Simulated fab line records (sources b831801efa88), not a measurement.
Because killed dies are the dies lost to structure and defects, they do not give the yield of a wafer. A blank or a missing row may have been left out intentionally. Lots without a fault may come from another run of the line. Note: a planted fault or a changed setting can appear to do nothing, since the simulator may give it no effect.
8D (eight disciplines) problem report, filled in by code | flow sky130 | the parts of the form that need people (team, actions taken, sign-off) are left out

== 1. PROBLEM STATEMENT ==
At SKY_PAD_OPEN_PROBE_99, killedAtFrontEnd averages 54 over 6 wafers from 2 lots, while fault-free wafers read 15, standard deviation 4. Measured from the usual mean, that is +9.6 standard deviations.
The first sign was on wafer L505.1 at day 49 13:32, on prober-01. The record has a number at this step for 24 wafers belonging to 8 lots. Rule for "out" (also "out of limits"): further than 4 standard deviations from the usual mean. The rest of the wafers with a number are treated as sound.

== 2. WHAT THIS IS AND IS NOT ==
question                    | is                     | is not
which readings at this step | killedAtFrontEnd       | killed_at_M0_to_M3, killedAtContacts, killedAtOther, killedOpen, killedShort
which lots                  | L505, L506             | L491, L493, L495, L496, L499, L504
which wafers of those lots  | all that have a number | -
read on which tools         | prober-01, prober-02   | -
when                        | from day 49 13:32      | up to then (18 sound wafers)

== 3. WHAT RULES OUT EACH SUSPECT ==
Counting: a tool at a process step up to the reading stays a suspect if it ran every lot that is out and no sound lot after the first of them.
- wetBench-02 at SKY_POLY_GATE_CLEAN_19 (cleans in SC1/SC2, time 150 s): kept. It ran every lot that is out, first L505 (day 22 08:31), and no sound lot after that; its last sound lot up to then is L504 (day 21 20:56).
Left after counting: wetBench-02 at SKY_POLY_GATE_CLEAN_19.

== 4. THE CAUSE (what the simulator had put in) ==
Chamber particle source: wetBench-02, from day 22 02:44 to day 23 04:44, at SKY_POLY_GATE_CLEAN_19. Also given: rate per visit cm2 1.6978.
The count eliminated every tool but this one.

== 5. THE CHAIN OF EFFECTS, in route order ==
One row per reading whose mean, taken over the struck wafers that have a number, lies over 3 standard deviations from the usual. Only readings for which the record gives a usual standard deviation are gone through. hours: the time from each lot's start at the first step in this table that gives one to its start at this step, as a median over the lots. sigmas: the change in usual standard deviations.
hours | step                  | reading          | usual | on struck wafers | change | sigmas
0     | SKY_PAD_OPEN_PROBE_99 | killedAtFrontEnd | 15    | 54               | +38    | +9.6
0     | SKY_PAD_OPEN_PROBE_99 | killedDies       | 86    | 126              | +40    | +3.9
0     | SKY_PAD_OPEN_PROBE_99 | killedOnRim      | 17    | 28               | +11    | +3.1
The process steps in it:
- SKY_PAD_OPEN_PROBE_99

== 6. HOW IT WOULD HAVE BEEN CAUGHT EARLIER ==
659 hours passed between the start of the fault at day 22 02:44 and the first reading out of limits in this record, taken at day 49 13:32.
Of the tool readings at SKY_POLY_GATE_CLEAN_19 for which the record gives a usual standard deviation, none was out on any struck wafer, so an alarm limit of 4 standard deviations on them would not have fired.
All the lots that are out (2) had begun SKY_POLY_GATE_CLEAN_19 on wetBench-02 by day 49 13:32. Tool hold at that time: it would have spared none of them.
